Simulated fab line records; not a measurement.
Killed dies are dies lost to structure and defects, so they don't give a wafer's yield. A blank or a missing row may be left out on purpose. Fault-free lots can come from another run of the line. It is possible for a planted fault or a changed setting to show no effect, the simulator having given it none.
A lot that was struck, set against a sound lot    flow gf180mcu    17 steps out of a route of 602
Sound: these wafers, L704.2, L704.4, L704.6. Struck: wafers L703.2, L703.3, L703.4. At the end, the cause is stated.
Order at every step that has rows: each side's tool, ch and its chambers, its first start. Under that, the readings that differ: sound wafers    struck wafers    difference of the means    sigmas: that difference in standard deviations of wafers without a fault.
alike: a reading whose means differ by less than 2 such deviations, as well as words and numbers matching on both sides. not compared: withheld readings; readings where some wafer has no value; bounds like >300 that might hide an equal value; numbers whose values overlap and for which the record gives no deviation.
A row with sigmas, a row that says differs or no value, or rows on one side alone: a step with any of these is where the two part. Numbers that don't overlap but have no deviation are shown without sigmas and don't part them. A reading missing from all wafers of one side parts the sides only when that side holds two or more wafers.

first, 6 steps without rows for these wafers: GF_M4_HMDS_08 (prime time 60 s); GF_M4_COAT_09 (resist thk 1000 nm); GF_M4_SOFTBAKE_10 (time 60 s); GF_M4_EXPOSE_11 (exposes mask Metal4, target cd 280 nm); GF_M4_PEB_12 (peb time 90 s); GF_M4_DEVELOP_13 (develop time 60 s).
GF_M4_CD_MEAS_14 targets a cd of 280 nm.
  sound: cd_sem-01 at day 28 16:53; struck: cd_sem-01 at day 28 09:26
  alike: cd_nm
GF_M4_OVL_MEAS_15:
  sound: overlay-02 at day 28 16:59; struck: overlay-02 at day 28 09:32
reading      sound        struck  difference  sigmas
M4_OVL (nm)  -11 -11 -15  2 0 8   +16         +3
GF_M4_METAL_ETCH_16: etches the open film in Cl2/BCl3, stops on SiO2, target depth 627.5 nm, time 104.6 s.
  sound on rie_metal-01 ch 0,1, day 28 17:01; struck on rie_metal-03 ch 0, day 28 09:36
  alike: drypump_motor_current_A, oes_product_au, throttle_valve_pct
  not compared: rf_hours_counter_h
GF_M4_STRIP_17: strips in O2/N2.
  sound on plasma_asher-02 ch 0,1, day 28 17:08; struck on plasma_asher-02 ch 0,1, day 28 09:47
  alike: drypump_motor_current_A, heater_power_w, oes_product_au, strip_time_to_endpoint_s
  not compared: rf_hours_counter_h
then, 2 steps without rows for these wafers: GF_M4_STRIP_18 (strips in post etch residue remover, time 1200 s); GF_M4_CLEAN_19 (cleans in DIW).
GF_V4_CVD_00: deposits SiO2, target thk 600 nm, time 100 s.
  sound on hdpcvd-02 ch 0,2, day 28 17:43; struck on hdpcvd-01 ch 1,2, day 28 10:45
  no value came back on the struck wafers for pressure_mtorr (mTorr), run_length_s (s), sih4_flow_sccm (sccm); on the sound wafers pressure_mtorr (mTorr) reads 6.005 6.009 5.980
GF_V4_CVD_02: deposits SiO2 from TEOS, target thk 850 nm, time 94.851 s.
  sound on pecvd-01 ch 0,2, day 28 17:50; struck on pecvd-01 ch 0,2, day 28 10:53
  alike: heater_power_outer_w, heater_power_w
GF_V4_CMP_04: polishes SiO2.
  sound on cmp-02 ch 0,1,3, day 28 18:04; struck on cmp-02 ch 0,1,2, day 28 11:27
  alike: head_pressure_psi, motor_current_A
GF_V4_BOW_MEAS_05:
  sound: film_metro-02 at day 28 18:17; struck: film_metro-02 at day 28 11:46
reading      sound        struck       difference  sigmas
V4_BOW (um)  131 130 139  102 112 105  -27         -3
then, 1 step without rows for these wafers: GF_V4_DEHYDRATE_06 (time 60 s).

== WHERE THEY PART ==
At GF_M4_OVL_MEAS_15 first; at GF_V4_BOW_MEAS_05 last (within this record only).

WHY: what the simulator had put in
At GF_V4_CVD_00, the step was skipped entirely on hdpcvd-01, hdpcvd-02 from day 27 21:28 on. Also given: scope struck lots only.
